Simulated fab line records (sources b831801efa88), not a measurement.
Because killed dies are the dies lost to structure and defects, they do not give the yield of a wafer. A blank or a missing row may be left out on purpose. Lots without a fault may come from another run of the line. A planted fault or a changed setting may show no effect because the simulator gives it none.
Which tool is to blame? + flow sky130 + 36 wafers sampled from 12 lots at 1 step of a route of 708

== WHAT THE GAUGES READ, wafer by wafer ==
SKY_VIA2_RS_MEAS_22: the measuring method here is four-point-probe.
| lot  | measured     | on            | VIA2_W_RS (ohm/sq) |
|------|--------------|---------------|--------------------|
| L075 | day 37 05:18 | film-metro-02 | 0.281 0.279 0.271  |
| L077 | day 37 06:23 | film-metro-01 | 0.277 0.273 0.277  |
| L079 | day 37 23:47 | film-metro-03 | 0.271 0.266 0.269  |
| L081 | day 38 15:52 | film-metro-03 | 0.267 0.279 0.272  |
| L083 | day 39 07:32 | film-metro-03 | 0.268 0.267 0.275  |
| L085 | day 39 16:35 | film-metro-01 | 0.274 0.277 0.270  |
| L087 | day 40 12:17 | film-metro-01 | 0.266 0.269 0.268  |
| L089 | day 41 00:06 | film-metro-01 | 0.274 0.276 0.270  |
| L093 | day 42 18:40 | film-metro-03 | 0.277 0.274 0.272  |
| L091 | day 42 22:28 | film-metro-02 | 0.270 0.268 0.275  |
| L092 | day 43 01:43 | film-metro-03 | 0.266 0.267 0.271  |
| L097 | day 43 07:48 | film-metro-01 | 0.275 0.271 0.268  |

== TOOL THAT RAN EACH LOT (tool first, then ch and the chambers of the sampled wafers, then the start) ==
The record holds no process step before these readings.

== THE ANSWER, worked out from the rows above alone ==
Rule: the lots themselves supply what counts as usual. The widest of any qualifying gaps counts: lots, ordered by their means at a reading, are off when they make up no more than a third of the lots, leave a main group of 4 or more, and stand apart from it by 3 or more times the standard deviation of that group's means. The tables above print the reading to a certain number of digits; a main group whose means all agree to those digits is not used. A lot without any number at a reading at which 4 lots or more have one is off too. Where the step has rows for the other lots, those lots are counted as sound.
Across all readings shown, no lot is off: no conclusion can be drawn from this.

== WHAT WAS PUT IN BY THE SIMULATOR ==
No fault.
